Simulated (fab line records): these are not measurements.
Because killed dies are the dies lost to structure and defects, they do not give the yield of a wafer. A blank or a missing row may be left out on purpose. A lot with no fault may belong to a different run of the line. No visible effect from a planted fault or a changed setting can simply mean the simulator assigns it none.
Commonality check across tools | flow sky130 | Sample size 11 lots and 33 wafers

WHAT PROMPTED THE OPENING
Of 11 lots, 2 have the reading SONOS_ONO_OXIDATION_THK flagged at SKY_SONOS_ONO_THK_MEAS_01. Wafers without a fault read 2.59 nm, standard deviation 0.054.
Rule: a lot is flagged when every wafer of it that has a number lies more than 4 standard deviations from that mean, or none has a number. All remaining lots are regarded as sound.

lot  | measured     | on            | SONOS_ONO_OXIDATION_THK (nm), wafer by wafer | flag
L531 | day 11 20:51 | film_metro-01 | 2.53 2.55 2.51                               |
L533 | day 12 21:24 | film_metro-03 | 2.59 2.61 2.55                               |
L536 | day 13 11:52 | film_metro-01 | 2.53 2.63 2.58                               |
L535 | day 13 18:49 | film_metro-03 | 2.61 2.62 2.56                               |
L540 | day 14 17:58 | film_metro-02 | 2.60 2.60 2.57                               |
L541 | day 14 23:20 | film_metro-03 | 4.35 4.29 4.43                               | FLAGGED
L542 | day 15 12:41 | film_metro-03 | 4.33 4.33 4.31                               | FLAGGED
L547 | day 17 06:50 | film_metro-01 | 2.64 2.52 2.56                               |
L551 | day 18 09:02 | film_metro-02 | 2.55 2.61 2.64                               |
L552 | day 18 13:42 | film_metro-01 | 2.64 2.69 2.71                               |
L553 | day 18 20:47 | film_metro-03 | 2.53 2.64 2.54                               |
The mean of the flagged lots' numbers is 4.34 nm, +1.75 nm from the usual (+32 standard deviations).

EACH LOT AND THE TOOL IT RAN ON
Before the reading, the record contains 2 process steps out of a 708-step route. Read each cell as the tool, then ch plus the chambers that the sampled wafers visited, then the start.
lot  | flag    | SKY_NWELL_STRIP_14                  | SKY_SONOS_ONO_OXIDATION_00
L531 |         | plasma_asher-01 ch 0,1, day 4 21:42 | furnace-01 ch 0, day 11 19:31
L533 |         | plasma_asher-01 ch 0,1, day 5 14:07 | furnace-01 ch 0, day 12 20:03
L536 |         | plasma_asher-03 ch 0,1, day 6 02:07 | furnace-01 ch 0, day 13 10:31
L535 |         | plasma_asher-01 ch 0,1, day 6 03:28 | furnace-01 ch 0, day 13 17:27
L540 |         | plasma_asher-03 ch 0,1, day 6 21:49 | furnace-02 ch 0, day 14 16:36
L541 | FLAGGED | plasma_asher-01 ch 0,1, day 6 22:49 | furnace-01 ch 0, day 14 20:28
L542 | FLAGGED | plasma_asher-04 ch 0,1, day 7 06:42 | furnace-01 ch 0, day 15 08:34
L547 |         | plasma_asher-03 ch 0,1, day 8 15:19 | furnace-02 ch 0, day 17 05:30
L551 |         | plasma_asher-04 ch 1, day 9 13:57   | furnace-02 ch 0, day 18 07:41
L552 |         | plasma_asher-01 ch 0,1, day 9 16:34 | furnace-01 ch 0, day 18 12:22
L553 |         | plasma_asher-04 ch 1, day 9 22:51   | furnace-02 ch 0, day 18 19:26
What the steps here do:
- SKY_NWELL_STRIP_14: strips in O2/N2.
- SKY_SONOS_ONO_OXIDATION_00: stabilise 600 s, purge 300 s, target thk 2.6 nm.
- SKY_SONOS_ONO_THK_MEAS_01

FLAGGED AGAINST TOTAL, ONE TOOL AT A TIME (gauges that did the reading follow at the end)
step                       | tool            | lots run | flagged | share of the flagged lots | sound lots run after its first flagged lot
SKY_NWELL_STRIP_14         | plasma_asher-01 | 5        | 1       | some                      | 1 (L552)
SKY_NWELL_STRIP_14         | plasma_asher-03 | 3        | 0       | none                      | -
SKY_NWELL_STRIP_14         | plasma_asher-04 | 3        | 1       | some                      | 2 (L551,L553)
SKY_SONOS_ONO_OXIDATION_00 | furnace-01      | 7        | 2       | all                       | 1 (L552)
SKY_SONOS_ONO_OXIDATION_00 | furnace-02      | 4        | 0       | none                      | -
SKY_SONOS_ONO_THK_MEAS_01  | film_metro-01   | 4        | 0       | none                      | -
SKY_SONOS_ONO_THK_MEAS_01  | film_metro-02   | 2        | 0       | none                      | -
SKY_SONOS_ONO_THK_MEAS_01  | film_metro-03   | 5        | 2       | all                       | 1 (L553)

WHAT IS ALLOWED BY THE TABLE
2 rows of the table ran every flagged lot: furnace-01 at SKY_SONOS_ONO_OXIDATION_00, film_metro-03 at SKY_SONOS_ONO_THK_MEAS_01.
- furnace-01 at SKY_SONOS_ONO_OXIDATION_00 ran 7 lots, 2 of them flagged. Sound lots ran on it after the first flagged one (L552), which a lasting fault on the whole tool wouldn't allow.
- film_metro-03 at SKY_SONOS_ONO_THK_MEAS_01 ran 5 lots, 2 of them flagged. Sound lots ran on it after the first flagged one (L553), which a lasting fault on the whole tool wouldn't allow.
Not one row of the table ran every flagged lot while running no sound lot after the first.

WHAT THE SIMULATOR HAD INSERTED
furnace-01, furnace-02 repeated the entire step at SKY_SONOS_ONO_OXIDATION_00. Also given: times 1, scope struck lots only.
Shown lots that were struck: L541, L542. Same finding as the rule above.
